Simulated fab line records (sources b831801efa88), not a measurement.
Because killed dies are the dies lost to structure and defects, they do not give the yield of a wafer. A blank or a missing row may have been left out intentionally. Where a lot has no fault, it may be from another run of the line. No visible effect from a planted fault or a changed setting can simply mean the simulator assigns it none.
A sampling plan put to the test    flow sky130    20 faults told of in these records, all on one fab line, each judged by the records of the lots it struck
The line's own looks make up the plan; these are the steps of the route where a gauge or inspection reads the wafer and leaves it unchanged. A look can be judged if struck wafers have a number there and the file gives its usual mean and standard deviation on fault-free wafers. Caught: the struck wafers' mean, at a look after the fault's first step, is 4 or more of those standard deviations (sigma) away from the usual mean. On the tool: here the same test is run on the tool's own readings at the fault's steps. If the struck wafers alone have a blank record, or they carry another recipe, that too counts as caught.

== THE FAULTS, as the simulator had put them in ==
1. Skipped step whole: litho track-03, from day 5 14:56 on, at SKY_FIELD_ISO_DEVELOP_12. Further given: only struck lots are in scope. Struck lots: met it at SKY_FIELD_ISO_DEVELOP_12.
2. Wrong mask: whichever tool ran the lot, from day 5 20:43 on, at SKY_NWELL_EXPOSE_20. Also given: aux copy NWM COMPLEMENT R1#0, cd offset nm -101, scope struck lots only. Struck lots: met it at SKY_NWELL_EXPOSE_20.
3. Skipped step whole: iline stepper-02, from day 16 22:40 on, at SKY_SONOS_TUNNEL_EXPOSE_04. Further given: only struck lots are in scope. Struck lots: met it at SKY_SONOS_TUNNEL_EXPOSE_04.
4. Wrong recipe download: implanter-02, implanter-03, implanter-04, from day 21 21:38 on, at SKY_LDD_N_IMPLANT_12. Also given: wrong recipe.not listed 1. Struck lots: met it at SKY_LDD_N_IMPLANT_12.
5. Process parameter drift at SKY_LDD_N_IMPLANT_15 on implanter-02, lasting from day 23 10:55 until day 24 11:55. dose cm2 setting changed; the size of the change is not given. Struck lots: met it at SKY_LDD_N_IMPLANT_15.
6. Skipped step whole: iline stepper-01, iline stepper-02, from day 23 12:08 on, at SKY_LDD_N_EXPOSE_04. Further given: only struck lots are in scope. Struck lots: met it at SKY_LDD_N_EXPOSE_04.
7. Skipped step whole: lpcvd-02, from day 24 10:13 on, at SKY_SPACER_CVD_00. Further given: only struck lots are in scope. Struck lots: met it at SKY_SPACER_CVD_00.
8. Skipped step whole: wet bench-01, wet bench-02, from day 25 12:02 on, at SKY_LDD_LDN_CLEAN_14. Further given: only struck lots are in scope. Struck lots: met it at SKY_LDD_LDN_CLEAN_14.
9. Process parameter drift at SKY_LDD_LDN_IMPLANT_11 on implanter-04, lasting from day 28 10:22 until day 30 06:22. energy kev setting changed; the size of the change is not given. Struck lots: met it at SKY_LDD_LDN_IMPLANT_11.
10. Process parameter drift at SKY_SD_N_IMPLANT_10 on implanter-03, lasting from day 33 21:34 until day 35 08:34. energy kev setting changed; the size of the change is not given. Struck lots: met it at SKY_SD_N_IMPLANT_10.
11. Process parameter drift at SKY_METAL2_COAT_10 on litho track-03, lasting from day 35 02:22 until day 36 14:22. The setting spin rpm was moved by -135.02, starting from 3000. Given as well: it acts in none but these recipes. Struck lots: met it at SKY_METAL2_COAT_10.
12. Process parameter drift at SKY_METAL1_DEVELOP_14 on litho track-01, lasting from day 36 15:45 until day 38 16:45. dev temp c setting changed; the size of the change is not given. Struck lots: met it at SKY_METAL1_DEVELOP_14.
13. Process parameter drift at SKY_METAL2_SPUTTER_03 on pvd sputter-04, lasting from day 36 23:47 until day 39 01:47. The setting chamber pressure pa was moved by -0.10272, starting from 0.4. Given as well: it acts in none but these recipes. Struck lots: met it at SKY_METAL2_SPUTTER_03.
14. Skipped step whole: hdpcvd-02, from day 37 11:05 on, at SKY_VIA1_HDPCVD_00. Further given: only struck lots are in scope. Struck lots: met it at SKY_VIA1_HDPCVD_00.
15. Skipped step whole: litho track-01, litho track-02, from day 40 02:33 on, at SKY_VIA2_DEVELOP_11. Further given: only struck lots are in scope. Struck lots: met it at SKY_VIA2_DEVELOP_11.
16. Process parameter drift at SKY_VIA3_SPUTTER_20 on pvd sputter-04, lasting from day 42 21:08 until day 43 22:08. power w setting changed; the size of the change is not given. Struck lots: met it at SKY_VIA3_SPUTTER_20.
17. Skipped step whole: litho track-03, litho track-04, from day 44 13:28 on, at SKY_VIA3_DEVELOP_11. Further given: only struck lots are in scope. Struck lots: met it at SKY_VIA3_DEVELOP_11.
18. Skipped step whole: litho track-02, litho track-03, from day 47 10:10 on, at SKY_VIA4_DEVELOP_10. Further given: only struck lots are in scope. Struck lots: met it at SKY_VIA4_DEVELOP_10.
19. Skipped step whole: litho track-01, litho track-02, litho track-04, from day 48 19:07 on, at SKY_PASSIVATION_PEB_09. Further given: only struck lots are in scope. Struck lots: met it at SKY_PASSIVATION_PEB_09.
20. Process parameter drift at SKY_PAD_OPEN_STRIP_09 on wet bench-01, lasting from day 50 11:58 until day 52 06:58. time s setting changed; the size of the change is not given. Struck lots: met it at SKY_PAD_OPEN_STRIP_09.

== WHAT THE PLAN SAW ==
fault  on the tool itself                                first look that catches it                       reading, sigma  median hours from its first step to that look  hours from the fault's start to the first struck lot there  judged looks passed uncaught
1      the tool's record is blank for the struck wafers  no look after it can be judged                   -               -                                              -                                                           0
2      under 2 sigma                                     no look after it can be judged                   -               -                                              -                                                           0
3      no reading that can be judged                     no look after it can be judged                   -               -                                              -                                                           0
4      under 2 sigma                                     not the one look that can be judged after it     -               -                                              -                                                           1
5      dose ions cm2 +99 or beyond sigma                 none of the 2 looks that can be judged after it  -               -                                              -                                                           2
6      no reading that can be judged                     not the one look that can be judged after it     -               -                                              -                                                           1
7      the tool's record is blank for the struck wafers  no look after it can be judged                   -               -                                              -                                                           0
8      the tool's record is blank for the struck wafers  no look after it can be judged                   -               -                                              -                                                           0
9      beam energy keV +99 or beyond sigma               not the one look that can be judged after it     -               -                                              -                                                           1
10     beam energy keV +99 or beyond sigma               not the one look that can be judged after it     -               -                                              -                                                           1
11     spin speed rpm -75 sigma                          no look after it can be judged                   -               -                                              -                                                           0
12     developer temp C +6.3 sigma                       none of the 2 looks that can be judged after it  -               -                                              -                                                           2
13     chamber pressure pa -99 or beyond sigma           no look after it can be judged                   -               -                                              -                                                           0
14     the tool's record is blank for the struck wafers  no look after it can be judged                   -               -                                              -                                                           0
15     the tool's record is blank for the struck wafers  no look after it can be judged                   -               -                                              -                                                           0
16     cathode dc power W -99 or beyond sigma            no look after it can be judged                   -               -                                              -                                                           0
17     the tool's record is blank for the struck wafers  no look after it can be judged                   -               -                                              -                                                           0
18     the tool's record is blank for the struck wafers  no look after it can be judged                   -               -                                              -                                                           0
19     the tool's record is blank for the struck wafers  no look after it can be judged                   -               -                                              -                                                           0
20     run length s +10 sigma                            no look after it can be judged                   -               -                                              -                                                           0
A dash: the fault isn't caught, or these records don't give the number.

Caught at a look: 0 of 20. Caught on the tool: 16 of 20. By one or the other: 16 of 20.
On the tool alone, faults 1, 5, 7, 8, 9, 10, 11, 12, 13, 14, 15, 16, 17, 18, 19, 20 were caught.
Caught by neither: faults 2, 3, 4, 6.
